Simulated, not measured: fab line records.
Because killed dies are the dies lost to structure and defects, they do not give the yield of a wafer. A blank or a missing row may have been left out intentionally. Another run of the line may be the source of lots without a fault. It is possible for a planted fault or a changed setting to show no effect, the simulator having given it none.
Which tool did it? + flow gf180mcu + 12 lots with 36 wafers sampled at 7 steps, on a route of 602 steps

WHAT THE GAUGES SHOWED, per wafer
GF_CONTACT_BOW_MEAS_05. Usual: CONTACT_BOW typically reads 66 um, with standard deviation 6.7.
| lot  | measured     | on            | CONTACT_BOW (um) | flag |
|------|--------------|---------------|------------------|------|
| L793 | day 15 22:31 | film_metro-03 | 67 64 71         |      |
| L794 | day 16 02:24 | film_metro-01 | 69 67 58         |      |
| L795 | day 16 15:11 | film_metro-01 | 68 66 79         |      |
| L796 | day 16 21:55 | film_metro-01 | 61 54 63         |      |
| L797 | day 17 04:47 | film_metro-01 | 65 52 68         |      |
| L799 | day 18 03:57 | film_metro-03 | 64 55 65         |      |
| L800 | day 18 13:28 | film_metro-01 | 72 63 66         |      |
| L808 | day 21 08:24 | film_metro-02 | 53 67 66         |      |
| L809 | day 21 12:43 | film_metro-03 | 67 78 55         |      |
| L810 | day 21 23:31 | film_metro-02 | 72 70 76         |      |
| L813 | day 22 19:58 | film_metro-01 | 70 74 75         |      |
| L814 | day 23 10:46 | film_metro-02 | 63 55 60         |      |

GF_CONTACT_OVL_MEAS_15. Usual: CONTACT_OVL typically reads 1 nm, with standard deviation 5.8.
| lot  | measured     | on         | CONTACT_OVL (nm) | flag |
|------|--------------|------------|------------------|------|
| L793 | day 16 21:02 | overlay-02 | -3 -6 -10        |      |
| L794 | day 17 00:30 | overlay-02 | -4 -5 4          |      |
| L795 | day 17 14:32 | overlay-02 | 0 -5 -1          |      |
| L796 | day 17 21:01 | overlay-02 | 2 5 9            |      |
| L797 | day 18 04:23 | overlay-02 | -4 -5 -7         |      |
| L799 | day 19 04:32 | overlay-01 | -4 -7 -8         |      |
| L800 | day 19 13:16 | overlay-02 | 0 2 -1           |      |
| L808 | day 22 08:17 | overlay-01 | 5 -2 1           |      |
| L809 | day 22 11:32 | overlay-02 | 6 10 7           |      |
| L810 | day 22 22:06 | overlay-01 | 10 8 11          |      |
| L813 | day 23 18:31 | overlay-02 | -5 -3 1          |      |
| L814 | day 24 18:41 | overlay-02 | 9 9 10           |      |

GF_CONTACT_RS_MEAS_25: uses a four-point probe to measure. Usual: CONTACT_W_RS typically reads 0.385 ohm/sq, with standard deviation 0.0046.
| lot  | measured     | on            | CONTACT_W_RS (ohm/sq) | flag |
|------|--------------|---------------|-----------------------|------|
| L793 | day 16 21:45 | film_metro-03 | 0.383 0.381 0.385     |      |
| L794 | day 17 01:13 | film_metro-02 | 0.381 0.381 0.383     |      |
| L795 | day 17 15:21 | film_metro-03 | 0.383 0.376 0.379     |      |
| L796 | day 17 21:53 | film_metro-03 | 0.383 0.385 0.383     |      |
| L797 | day 18 05:07 | film_metro-01 | 0.381 0.383 0.381     |      |
| L799 | day 19 05:13 | film_metro-02 | 0.385 0.382 0.387     |      |
| L800 | day 19 13:59 | film_metro-03 | 0.384 0.379 0.379     |      |
| L808 | day 22 09:01 | film_metro-02 | 0.388 0.390 0.260     | OFF  |
| L809 | day 22 12:15 | film_metro-03 | 0.390 0.390 0.259     | OFF  |
| L810 | day 22 22:48 | film_metro-03 | 0.377 0.375 0.379     |      |
| L813 | day 23 19:14 | film_metro-01 | 0.378 0.385 0.381     |      |
| L814 | day 24 19:22 | film_metro-01 | 0.386 0.381 0.379     |      |

GF_CONTACT_THK_MEAS_26: measures by xrf. Usual: CONTACT_W_THK typically reads 296 nm, with standard deviation 5.1.
| lot  | measured     | on            | CONTACT_W_THK (nm) | flag |
|------|--------------|---------------|--------------------|------|
| L793 | day 16 21:52 | film_metro-03 | 295 296 294        |      |
| L794 | day 17 01:19 | film_metro-02 | 295 296 295        |      |
| L795 | day 17 15:28 | film_metro-03 | 295 299 297        |      |
| L796 | day 17 21:59 | film_metro-03 | 296 295 296        |      |
| L797 | day 18 05:13 | film_metro-01 | 305 302 304        |      |
| L799 | day 19 05:20 | film_metro-02 | 296 298 294        |      |
| L800 | day 19 14:05 | film_metro-03 | 291 295 297        |      |
| L808 | day 22 09:07 | film_metro-02 | 290 289 429        | OFF  |
| L809 | day 22 12:21 | film_metro-03 | 287 288 429        | OFF  |
| L810 | day 22 22:55 | film_metro-03 | 296 298 296        |      |
| L813 | day 23 19:20 | film_metro-01 | 305 300 300        |      |
| L814 | day 24 19:29 | film_metro-01 | 300 305 305        |      |

GF_M1_RS_MEAS_05: uses a four-point probe to measure. Usual: M1_ALCU_RS typically reads 0.0692 ohm/sq, with standard deviation 0.0007.
| lot  | measured     | on            | M1_ALCU_RS (ohm/sq)  | flag |
|------|--------------|---------------|----------------------|------|
| L793 | day 16 22:27 | film_metro-01 | 0.0695 0.0695 0.0700 |      |
| L794 | day 17 01:55 | film_metro-04 | 0.0705 0.0690 0.0687 |      |
| L795 | day 17 16:03 | film_metro-01 | 0.0689 0.0688 0.0681 |      |
| L796 | day 18 01:08 | film_metro-04 | 0.0691 0.0690 0.0695 |      |
| L797 | day 18 05:49 | film_metro-04 | 0.0691 0.0676 0.0688 |      |
| L799 | day 19 05:55 | film_metro-04 | 0.0693 0.0691 0.0693 |      |
| L800 | day 19 14:41 | film_metro-01 | 0.0686 0.0698 0.0700 |      |
| L808 | day 22 09:43 | film_metro-01 | 0.0695 0.0694 0.0699 |      |
| L809 | day 22 12:57 | film_metro-04 | 0.0690 0.0689 0.0694 |      |
| L810 | day 22 23:30 | film_metro-04 | 0.0690 0.0690 0.0681 |      |
| L813 | day 23 19:56 | film_metro-02 | 0.0694 0.0689 0.0690 |      |
| L814 | day 24 20:04 | film_metro-01 | 0.0694 0.0709 0.0691 |      |

EACH LOT AND THE TOOL THAT RAN IT (in order: tool; ch and the chambers of the sampled wafers; start)
| lot  | GF_CONTACT_CVD_24             | GF_CONTACT_CMP_27             |
|------|-------------------------------|-------------------------------|
| L793 | cvd_w-02 ch 0,1, day 16 21:39 | cmp-01 ch 0,1,2, day 16 21:59 |
| L794 | cvd_w-01 ch 0, day 17 01:05   | cmp-02 ch 0,1,3, day 17 01:22 |
| L795 | cvd_w-02 ch 0,1, day 17 15:15 | cmp-02 ch 1,2, day 17 15:32   |
| L796 | cvd_w-02 ch 0,1, day 17 21:46 | cmp-02 ch 0,2,3, day 18 00:43 |
| L797 | cvd_w-02 ch 0, day 18 04:59   | cmp-01 ch 0,2, day 18 05:19   |
| L799 | cvd_w-02 ch 0, day 19 05:07   | cmp-02 ch 0,2,3, day 19 05:27 |
| L800 | cvd_w-01 ch 0,1, day 19 13:53 | cmp-01 ch 1,2,3, day 19 14:14 |
| L808 | cvd_w-02 ch 0,1, day 22 08:55 | cmp-02 ch 0,3, day 22 09:10   |
| L809 | cvd_w-02 ch 0,1, day 22 12:09 | cmp-01 ch 0,2,3, day 22 12:32 |
| L810 | cvd_w-01 ch 0,1, day 22 22:42 | cmp-02 ch 0,1,3, day 22 22:59 |
| L813 | cvd_w-01 ch 0,1, day 23 19:08 | cmp-02 ch 1,2, day 23 19:23   |
| L814 | cvd_w-01 ch 0,1, day 24 19:16 | cmp-01 ch 1,2, day 24 19:36   |
- GF_CONTACT_CVD_24: deposits W, target thk 300 nm, time 90.339 s.
- GF_CONTACT_CMP_27: polishes, stops on SiO2, t overpolish 15 s, target thk 0 nm.

WHAT THE TOOLS THEMSELVES READ (means of the sampled wafers that have a number; where no wafer has one, the mark that the record gives instead)
GF_CONTACT_CVD_24. Usual: 843 W for heater_power_w, sd 66.
| lot  | tool     | heater_power_w (W) | flag |
|------|----------|--------------------|------|
| L793 | cvd_w-02 | 835                |      |
| L794 | cvd_w-01 | 751                |      |
| L795 | cvd_w-02 | 852                |      |
| L796 | cvd_w-02 | 841                |      |
| L797 | cvd_w-02 | 824                |      |
| L799 | cvd_w-02 | 828                |      |
| L800 | cvd_w-01 | 820                |      |
| L808 | cvd_w-02 | 843                |      |
| L809 | cvd_w-02 | 837                |      |
| L810 | cvd_w-01 | 813                |      |
| L813 | cvd_w-01 | 802                |      |
| L814 | cvd_w-01 | 872                |      |

GF_CONTACT_CMP_27. Usual: motor_current_A 11.0 A, standard deviation 1.4; slurry_flow_ml_min 150.1, standard deviation 0.46; time_to_endpoint_s 73 s, standard deviation 3.5.
| lot  | tool   | motor_current_A (A) | slurry_flow_ml_min | time_to_endpoint_s (s) | flag |
|------|--------|---------------------|--------------------|------------------------|------|
| L793 | cmp-01 | 10.2                | 150.2              | 73                     |      |
| L794 | cmp-02 | 11.2                | 149.8              | 70                     |      |
| L795 | cmp-02 | 13.0                | 149.5              | 75                     |      |
| L796 | cmp-02 | 11.6                | 149.9              | 74                     |      |
| L797 | cmp-01 | 10.8                | 150.0              | 72                     |      |
| L799 | cmp-02 | 11.6                | 149.9              | 75                     |      |
| L800 | cmp-01 | 9.7                 | 150.2              | 74                     |      |
| L808 | cmp-02 | 10.2                | 149.8              | 82                     |      |
| L809 | cmp-01 | 10.3                | 150.4              | 79                     |      |
| L810 | cmp-02 | 10.9                | 150.5              | 74                     |      |
| L813 | cmp-02 | 13.1                | 150.4              | 76                     |      |
| L814 | cmp-01 | 9.9                 | 150.2              | 74                     |      |

THE ANSWER, worked out from the rows above alone
Rule: take the mean of a lot's wafers that have a number; if it is more than 3 standard deviations from the usual mean, the lot is off. Also off: a lot with no number at a reading for which 4 or more lots have one. All remaining lots with rows at the step are treated as sound. Order of review: gauges by route order, followed by the tools' own readings, for which a lot's mean as printed above is used. At the first step where some lot is off, the reading lying furthest off is the one used; lots without a number count as furthest.
Off: at GF_CONTACT_RS_MEAS_25 (CONTACT_W_RS), L808, L809.
If a tool, at a process step before that reading, ran all the lots that are off and no sound lot after the first of them, it fits. Gauges at GF_CONTACT_RS_MEAS_25: tried the same way as those tools. One candidate fits, namely cvd_w-02 at GF_CONTACT_CVD_24. Its last sound lot is L799 (day 19 05:07), its first lot that is off L808 (day 22 08:55): a fault that began between those two fits.

WHAT HAD BEEN PUT IN BY THE SIMULATOR
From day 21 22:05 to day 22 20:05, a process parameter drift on cvd_w-02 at GF_CONTACT_CVD_24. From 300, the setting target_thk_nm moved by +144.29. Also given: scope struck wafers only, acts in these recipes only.
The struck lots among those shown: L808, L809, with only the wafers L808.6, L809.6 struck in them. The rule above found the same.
